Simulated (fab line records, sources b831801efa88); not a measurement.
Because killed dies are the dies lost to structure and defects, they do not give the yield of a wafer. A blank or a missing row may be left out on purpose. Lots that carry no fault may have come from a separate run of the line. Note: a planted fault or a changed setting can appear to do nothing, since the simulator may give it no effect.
Matching of chambers    flow gf180mcu    GF_V1_ETCH_16 on rieDiel-01: 4 sister chambers
The step etches BARC in N2/H2. 14 wafers are shown with their chamber, then 7 later ones without.

## WAFERS PAIRED WITH THEIR CHAMBERS
wafer   chamber  drypumpMotorCurrentA (A)  oesProductAu (a.u.)  throttleValvePct (%)
L076.1  3        6.4                       0.855                13.211
L076.4  2        6.3                       0.848                13.218
L076.5  2        6.2                       0.848                13.234
L078.2  3        6.4                       0.853                13.216
L078.3  1        6.2                       0.852                13.238
L078.5  1        6.2                       0.858                13.233
L088.1  3        6.4                       0.852                13.207
L088.3  1        6.2                       0.855                13.227
L088.4  3        6.4                       0.863                13.204
L089.2  1        6.2                       0.858                13.227
L089.4  1        6.2                       0.858                13.209
L089.5  0        4.9                       0.850                13.207
L091.3  1        6.1                       0.859                13.217
L091.4  0        4.9                       0.855                13.231

SIGNATURES, as means of the wafers listed above
reading               chamber 0  chamber 1  chamber 2  chamber 3  scatter within a chamber
drypumpMotorCurrentA  4.900      6.183      6.250      6.400      0.0365
oesProductAu          0.85250    0.85667    0.84800    0.85575    0.0035
throttleValvePct      13.21900   13.22517   13.22600   13.20950   0.0103
Rule: for a wafer and a chamber, the distance is found by dividing, reading by reading, the gap between the wafer's reading and the chamber's mean by the reading's scatter, squaring, summing and taking the root. The wafer belongs to the nearest chamber; if the next one is less than 2 further off, it can't be placed. The scatter: the root of (the sum of the squares of (reading less its chamber's mean) over the shown wafers, divided by (wafers less chambers)).

## WAFERS MISSING THEIR CHAMBER
wafer   drypumpMotorCurrentA (A)  oesProductAu (a.u.)  throttleValvePct (%)
L091.5  6.4                       0.853                13.232
L094.1  6.1                       0.846                13.220
L094.4  4.9                       0.853                13.221
L094.5  6.3                       0.863                13.223
L095.4  6.1                       0.849                13.230
L095.5  6.2                       0.852                13.213
L095.6  6.1                       0.854                13.207

## EACH ONE'S CHAMBER
wafer   from the rows above           in truth
L091.5  3                             3
L094.1  can't be placed: 1 or 2       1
L094.4  0                             0
L094.5  can't be placed: 3 or 1 or 2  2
L095.4  can't be placed: 1 or 2       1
L095.5  can't be placed: 1 or 2       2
L095.6  can't be placed: 1 or 2       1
Correct placement for 2 of the 7. These rows do not allow placing 5 (true chamber among the candidates in 5). Wrongly placed: 0.
